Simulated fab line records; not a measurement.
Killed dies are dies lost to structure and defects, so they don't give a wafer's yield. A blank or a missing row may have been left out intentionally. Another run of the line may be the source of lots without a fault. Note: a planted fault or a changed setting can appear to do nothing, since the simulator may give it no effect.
Code-filled problem report in 8D (eight disciplines) form    flow sky130    the parts of the form that need people (team, actions taken, sign-off) are left out

## 1. THE PROBLEM
CAPM_TIN_RS at SKY_CAPM_RS_MEAS_03 reads a mean of 8.08 ohm/sq on 1 wafer of 1 lot; wafers without a fault read 6.79 ohm/sq with a standard deviation of 0.08. Measured from the usual mean, that is +16 standard deviations.
The step: measures by four-point-probe.
Earliest sighting: wafer L419.2 on filmMetro-02 at day 40 12:25. The record has a number at this step for 27 wafers belonging to 9 lots. Rule for "out" (also "out of limits"): further than 4 standard deviations from the usual mean. The other wafers with a number count as sound.

## 2. WHAT IT IS, WHAT IT ISN'T
question                     is                 is not
which readings at this step  CAPM_TIN_RS        -
which lots                   L419               L406, L407, L409, L410, L412, L425, L428, L429
which wafers of those lots   L419.2             L419.1, L419.4
read on which gauges         filmMetro-02       filmMetro-03
when                         from day 40 12:25  up to then (17 sound wafers); but 9 sound wafers of L425, L428, L429 came after

## 3. SUSPECTS, AND WHAT RULES EACH OUT
Counting: a tool at a process step up to the reading stays a suspect if it ran every lot that is out. Sound lots after the first of them don't rule it out here, since some wafers of a struck lot are sound.
- the gauge at SKY_CAPM_RS_MEAS_03: ruled out. All the wafers that are out were read on filmMetro-02, but those of them that SKY_CAPM_SPUTTER_02 has rows for are out there too, on other tools.
- rieDiel-02 at SKY_VIA2_ETCH_14 (etches BARC in N2/H2, stops on SiO2, time 45.9 s, target depth 60 nm): kept. It processed L419, the lot that is out, at day 40 10:35, and its most recent sound lot before then was L412 at day 38 14:55.
- pvdSputter-01 at SKY_METAL3_SPUTTER_03 (material Ti, target thk 5 nm, time 3.3 s): kept. It processed L419, the lot that is out, at day 40 12:09, and its most recent sound lot before then was L410 at day 37 15:59.
- pvdSputter-03 at SKY_CAPM_SPUTTER_02 (material TiN, target thk 200 nm, time 169.3 s): kept. It processed L419, the lot that is out, at day 40 12:18, and its most recent sound lot before then was L410 at day 37 16:08. Its own readings are out on those wafers: cathodeDcPowerW.
- The sound lot-mates ran in chamber 3 of rieDiel-02 at SKY_VIA2_ETCH_14, but the wafers that are out ran in chamber 2.
rieDiel-02 at SKY_VIA2_ETCH_14, pvdSputter-01 at SKY_METAL3_SPUTTER_03 and pvdSputter-03 at SKY_CAPM_SPUTTER_02 are what is left after counting.

## 4. THE CAUSE (what the simulator had put in)
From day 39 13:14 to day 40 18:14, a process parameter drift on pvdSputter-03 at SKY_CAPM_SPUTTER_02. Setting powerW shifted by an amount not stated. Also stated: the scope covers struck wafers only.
After counting, 3 suspects remain, this tool included.

## 5. THE EFFECT CHAIN, in route order
Rows list readings where the struck wafers' mean (over those with a number) sits beyond 3 standard deviations from the usual. Readings are gone through only where the record gives a usual standard deviation; hours: the median, over the lots, of the time from a lot's start at the first step in this table giving one to that lot's start at this step; sigmas: the change measured in usual standard deviations.
hours  step                    reading           usual        on struck wafers  change  sigmas
0      SKY_CAPM_SPUTTER_02     cathodeDcPowerW   6500.0 W     5505.7            -994.3  -99 or more
0      SKY_CAPM_RS_MEAS_03     CAPM_TIN_RS       6.79 ohm/sq  8.08              +1.29   +16
3      SKY_CAPM_THK_MEAS_04    CAPM_TIN_THK      203.6 nm     171.4             -32.2   -11
24     SKY_CAPM_METAL_ETCH_13  oesProductAu      0.951 a.u.   0.860             -0.091  -12
24     SKY_CAPM_METAL_ETCH_13  throttleValvePct  21.895 %     21.940            +0.045  +4.1
Process steps it contains:
- SKY_CAPM_SPUTTER_02: material TiN, target thk 200 nm, time 169.3 s.
- SKY_CAPM_METAL_ETCH_13: etches TiN in Cl2/BCl3, stops on SiO2, target depth 220 nm, time 62.9 s.

## 6. HOW IT WOULD HAVE BEEN CAUGHT EARLIER
The first out-of-limits reading at a measuring or inspecting step in this record came at day 40 12:25, 23 hours after the fault's start at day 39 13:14.
At SKY_CAPM_SPUTTER_02, the tool's own readings (cathodeDcPowerW) were out on each struck wafer the step has a row for, so an alarm limit on them would have fired on the first such wafer.
By day 40 12:25, every lot that is out (1) had started SKY_CAPM_SPUTTER_02 on pvdSputter-03. Tool hold at that time: it would have spared none of them.
